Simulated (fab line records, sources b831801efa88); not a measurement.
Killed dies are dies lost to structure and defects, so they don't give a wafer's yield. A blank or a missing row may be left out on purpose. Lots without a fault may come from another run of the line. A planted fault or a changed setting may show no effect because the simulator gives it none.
fab line records | flow sky130
record lots=4 wafers=12 last_day=49
route steps=708 shown LI_CONTACT@369 LOCAL_INTERCONNECT@387 CONTACT@406 PAD_OPEN@708
lots that met no fault: from a run of the same line without faults
start_h: hours from the record's first day to the start of the lot's first wafer shown | wait_h: hours since the lot's step before | " the same as in the row above | L1.1+2: a row that stands for several wafers | - no value, or no start given | * or withheld: withheld | < > ~ a bound
route shown NAME@n: a module of which the file shows steps, and the number in the route of the first | usual: mean/standard deviation of fault-free wafers | same: alike in all rows | chamber/n: place in a boat | sites: the reading at each site | _std_site: their standard deviation | _edge_site: outer sites' mean less inner sites' | radius_mm: how far each site lies from the wafer's centre | mask NAME#n: copy n | behind: the tool/chamber that last shaped the wafer | hold: why the lot was held/for how many hours/how that ended | device: the transistor (n, p or np) that didn't switch | end of line: the same wafers' tests at the end of the route | a step without rows: its recipe alone | killed: dies lost to structure and defects at the first sort, not the wafer's yield | map: a wafer's dies, x killed, . not, _ none there
set.NAME: the setting as run; set.NAME@STEP: as run at that earlier step | model.NAME: the simulator's own value behind a step, which no gauge read
lots at some steps of the route; a table a step, a row a wafer
services: from which hour (start_h, from the record's first day; less than 0 if before it) a tool's chamber was out of use, for how many hours, and why
## steps
# step SKY_LI_CONTACT_COAT_07
# recipe resist=KrF-thick spin_rpm=3000 resist_thk_nm=450
# step SKY_LI_CONTACT_SOFTBAKE_08
# recipe temp_c=100 time_s=90 resist=KrF-thick
# step SKY_LI_CONTACT_EXPOSE_09
# recipe mask_id=LICM1 na=0.8 source_shape=annular sigma_inner=0.55 sigma_outer=0.85 target_cd_nm=170 dose_mj=38
# step SKY_LI_CONTACT_PEB_10
# recipe peb_temp_c=withheld peb_time_s=withheld resist=KrF-thick
# step SKY_LI_CONTACT_DEVELOP_11
# recipe develop_time_s=60 resist=KrF-thick dev_temp_c=21
# step SKY_LI_CONTACT_ETCH_14
# recipe chemistry=N2/H2 target=BARC ion_energy_ev=200 source_w=500 bias_w=100 pressure_mtorr=30 n2_flow_sccm=100 h2_flow_sccm=200 stop_on=SiO2 time_s=45.9 target_depth_a=600
# step SKY_LI_CONTACT_ETCH_15
# recipe target=PSG chemistry=C4F8/O2/Ar stop_on=Si taper_deg=4.15 mask_material=KrF-thick source_w=1500 bias_w=1200 pressure_mtorr=40 c4f8_flow_sccm=withheld O2_flow_sccm=6 Ar_flow_sccm=300 time_s=withheld target_depth_a=6000
# step SKY_LI_CONTACT_STRIP_16
# recipe chemistry=O2/N2 power_w=1400 pressure_mtorr=1500 platen_temp_c=withheld o2_flow_sccm=3000 n2_flow_sccm=300 overash_fraction=0.5
# step SKY_LI_CONTACT_CLEAN_17
# recipe chemistry=NMP time_s=600 temp_c=60 dry=n2_spin
# step SKY_LI_CONTACT_PRE_CLEAN_18
# recipe gas=Ar time_s=5.6 bias_v=358
# step SKY_LI_CONTACT_SPUTTER_19
# recipe material=Ti target_thk_nm=20 chamber_pressure_pa=5 power_w=2500 substrate_temp_c=200 time_s=106.37
# usual throttle_valve_pct=29.9/0.66
# same time_s=106.37
# columns lot.wafer tool chamber start_h wait_h throttle_valve_pct
L282.2 pvd_sputter-01 - 708.61 0.0 30.3
L282.4 " - " " 30.7
L282.5 " - " " 30.5
L285.2 pvd_sputter-04 - 729.26 0.0 28.3
L285.4 " - " " 30.5
L285.5 " - " " 30.3
L291.1 pvd_sputter-04 - 787.59 0.0 28.4
L291.2 " - " " 29.8
L291.4 " - " " 29.8
L295.1 pvd_sputter-04 - 804.61 0.0 29.8
L295.3 " - " " 28.4
L295.5 " - " " 29.9
# step SKY_LI_CONTACT_SPUTTER_20
# recipe material=TiN target_thk_nm=20 chamber_pressure_pa=5 power_w=4000 time_s=80
# step SKY_LI_CONTACT_CVD_21
# recipe material=W target_thk_nm=400 time_s=120.56 temp_c=400 pressure_torr=40
# step SKY_LI_CONTACT_CMP_24
# recipe stop_on=PSG t_overpolish_s=20 down_force_psi=3.5 platen_rpm=60 target_thk_nm=0 pad_velocity_m_s=0.94248
# step SKY_LOCAL_INTERCONNECT_SPUTTER_00
# recipe material=TiN target_thk_nm=100 temp_c=300 power_w=6500 time_s=83.3 chamber_pressure_pa=0.4
# step SKY_LOCAL_INTERCONNECT_DEHYDRATE_03
# recipe temp_c=200 time_s=60
# step SKY_LOCAL_INTERCONNECT_HMDS_04
# recipe prime_time_s=60 prime_temp_c=120
# step SKY_LOCAL_INTERCONNECT_COAT_05
# recipe resist=BARC temp_c=withheld time_s=withheld spin_rpm=3000 resist_thk_nm=60
# step SKY_LOCAL_INTERCONNECT_COAT_06
# recipe resist=KrF-thick spin_rpm=3000 resist_thk_nm=450
# step SKY_LOCAL_INTERCONNECT_SOFTBAKE_07
# recipe temp_c=100 time_s=90 resist=KrF-thick
# step SKY_LOCAL_INTERCONNECT_EXPOSE_08
# recipe mask_id=LI1M na=0.8 source_shape=annular sigma_inner=0.55 sigma_outer=0.85 target_cd_nm=170 dose_mj=28
# step SKY_LOCAL_INTERCONNECT_PEB_09
# recipe peb_temp_c=withheld peb_time_s=withheld resist=KrF-thick
# step SKY_LOCAL_INTERCONNECT_DEVELOP_10
# recipe develop_time_s=60 resist=KrF-thick dev_temp_c=21
# step SKY_LOCAL_INTERCONNECT_ETCH_13
# recipe chemistry=N2/H2 target=BARC ion_energy_ev=200 bias_w=100 pressure_mtorr=30 n2_flow_sccm=100 h2_flow_sccm=200 icp_w=500 stop_on=SiO2 time_s=45.9 target_depth_a=600
# step SKY_LOCAL_INTERCONNECT_METAL_ETCH_14
# recipe target_depth_nm=110 stop_on=PSG chemistry=Cl2/BCl3 target=TiN resist_sidewall_deg=88 pressure_mtorr=10 icp_w=900 bias_w=48.5 Cl2_flow_sccm=60 bcl3_flow_sccm=30 time_s=31.4
# step SKY_LOCAL_INTERCONNECT_STRIP_15
# recipe chemistry=O2/N2 power_w=1400 pressure_mtorr=1500 platen_temp_c=withheld o2_flow_sccm=3000 n2_flow_sccm=300 overash_fraction=0.5
# step SKY_LOCAL_INTERCONNECT_STRIP_16
# recipe chemistry=post_etch_residue_remover time_s=1200 temp_c=72.5
# step SKY_LOCAL_INTERCONNECT_CLEAN_17
# recipe chemistry=IPA time_s=180 temp_c=25
# step SKY_LOCAL_INTERCONNECT_CLEAN_18
# recipe chemistry=O3/DIW dry=n2_spin
# step SKY_CONTACT_CVD_00
# recipe material=Si3N4 target_thk_nm=75 temp_c=400 time_s=withheld rf_w=450
# step SKY_CONTACT_HDPCVD_02
# recipe material=SiO2 target_thk_nm=565 sigma_open_frac=0.3 time_s=94.2 temp_c=600 sih4_flow_sccm=60 pressure_mtorr=6
# step SKY_CONTACT_CMP_04
# recipe material=SiO2 down_force_psi=4 platen_rpm=60 pad_velocity_m_s=0.94248
# step SKY_PAD_OPEN_PROBE_99
# usual killed_at_M0_to_M3=43/7.4 killed_at_M4_up=3.3/2 killed_at_contacts=24/5.4 killed_at_front_end=16/4.2 killed_at_other=0.3/0.61 killed_dies=87/9.4 killed_open=47/7.3 killed_short=40/6.7
# same gross_dies=492 killed_at_back_side=0
# columns lot.wafer tool chamber start_h wait_h killed_at_M0_to_M3 killed_at_M4_up killed_at_contacts killed_at_front_end killed_at_other killed_dies killed_open killed_short
L285.2 prober-01 - 1115.88 0.1 49 2 15 19 2 87 41 44
L285.4 prober-01 - 1115.98 0.2 49 4 25 19 0 97 57 40
L285.5 prober-01 - 1116.03 0.2 42 2 19 14 0 77 33 43
L291.4 prober-01 - 1156.99 0.2 47 6 66 18 1 138 56 35
L295.1 prober-02 - 1169.14 0.1 37 3 79 14 0 133 48 37
# killed by level:class
L285.2 METAL1:geometric_particle:short=9 VIA3:geometric_particle:short=8 LI_CONTACT:geometric_particle:open=7 VIA1:geometric_particle:open=7 METAL2:geometric_particle:short=7 VIA2:geometric_particle:open=6 FIELD_ISO:geometric_particle:open=5 POLY_GATE:geometric_particle:open=5
L285.4 LI_CONTACT:geometric_particle:open=11 VIA1:geometric_particle:open=9 METAL1:geometric_particle:short=7 CONTACT:geometric_particle:open=6 FIELD_ISO:geometric_particle:open=5 POLY_GATE:geometric_particle:open=5 VIA1:geometric_particle:short=5 CONTACT:geometric_particle:short=5
L285.5 VIA2:geometric_particle:open=7 VIA2:geometric_particle:short=7 VIA1:geometric_particle:short=6 METAL1:geometric_particle:short=6 VIA1:geometric_particle:open=5 LI_CONTACT:geometric_particle:short=4 LI_CONTACT:geometric_particle:open=4 LOCAL_INTERCONNECT:geometric_particle:short=4
L291.4 LI_CONTACT:unspecified=44 LI_CONTACT:geometric_particle:open=10 VIA1:geometric_particle:open=10 VIA3:geometric_particle:open=9 CONTACT:geometric_particle:open=6 FIELD_ISO:geometric_particle:open=5 POLY_GATE:geometric_particle:open=5 METAL1:geometric_particle:short=5
L295.1 LI_CONTACT:unspecified=47 CONTACT:geometric_particle:open=12 LI_CONTACT:geometric_particle:open=10 VIA1:geometric_particle:open=9 VIA1:geometric_particle:short=8 VIA3:geometric_particle:open=7 LOCAL_INTERCONNECT:geometric_particle:short=5 METAL1:geometric_particle:short=4
# map L291.4 (x killed, . not)
__________......xx.._________
________..x........xx._______
______x...........x...x._____
_____.............x.x....____
____x.....x.xx.xxxxx......___
___xxx.x..x...x.........x..__
__xxxxx........x.x..x.....x._
_xxxxxxx.xx...x.x........x...
_xxxxxx.x...x.....x..xx......
_xxxxxxxxx.x..........x..xx..
_xxxxxxx.......xx........x...
_xxxxxx.......x.x.x..x......x
_.xx...x.......xx.x.x........
_....x..x....x..x.......x..xx
_.........x....x..xx.........
__x....x..x..........x...x.._
___...x......x.x.xx...x..xx__
____....x........x....x...___
_____....x....x...x......____
______.....x......x....._____
________..x....x..xx.x_______
__________...x...x.._________
# map L295.1 (x killed, . not)
__________..x..x...._________
________..........x..._______
______..........x.x...xx_____
_____.xx.x....xx...xx.x.x____
____............x.x.......___
___xxxxx.............xx....__
__xxxxxxx.x.xx.......x.x.x.._
_xxxxxxx....x.........x......
_xxxxxxxxx....x......x.....x.
_xxxxxxx.....x.xxx...x....xx.
_xxxxxxx..........x......x...
_xxxxxx.....x...........x....
_...x..x...x.........xx....x.
_.xx...x....x.....x.........x
_..xx..xx.xx.x.........x.....
__..x....x......x.....x....._
___.......x...xx..x.....x.x__
____........x......xxx....___
_____x..................x____
______.......xx........._____
________x.....x......._______
__________...x...xx._________
## services
# columns tool chamber start_h hours kind
pvd_sputter-01 - 773.00 3.9 repair
## key
first_sign step=SKY_PAD_OPEN_PROBE_99 reading=killed_at_contacts direction=up sigmas=9 usual=24 struck=72
effect step=SKY_PAD_OPEN_PROBE_99 reading=killed_dies direction=up sigmas=5.1 usual=87 struck=136
met_at SKY_LI_CONTACT_SPUTTER_19
struck_wafers L291.4,L295.1
tester_left_out L291,L295
fault kind=chamber_particle_source tool=pvd_sputter-04 chamber=- onset_h=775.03 steps=SKY_LI_CONTACT_SPUTTER_19 rate_per_visit_cm2=1.8536 end_h=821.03 scope=struck_wafers_only
# tester_left_out: of these lots the tester's yield and bins aren't shown, on N5 and GAA mostly nor the transistor test; their killed dies are dies lost to structure and defects alone, not to doping, threshold or leakage, so they don't give the yield
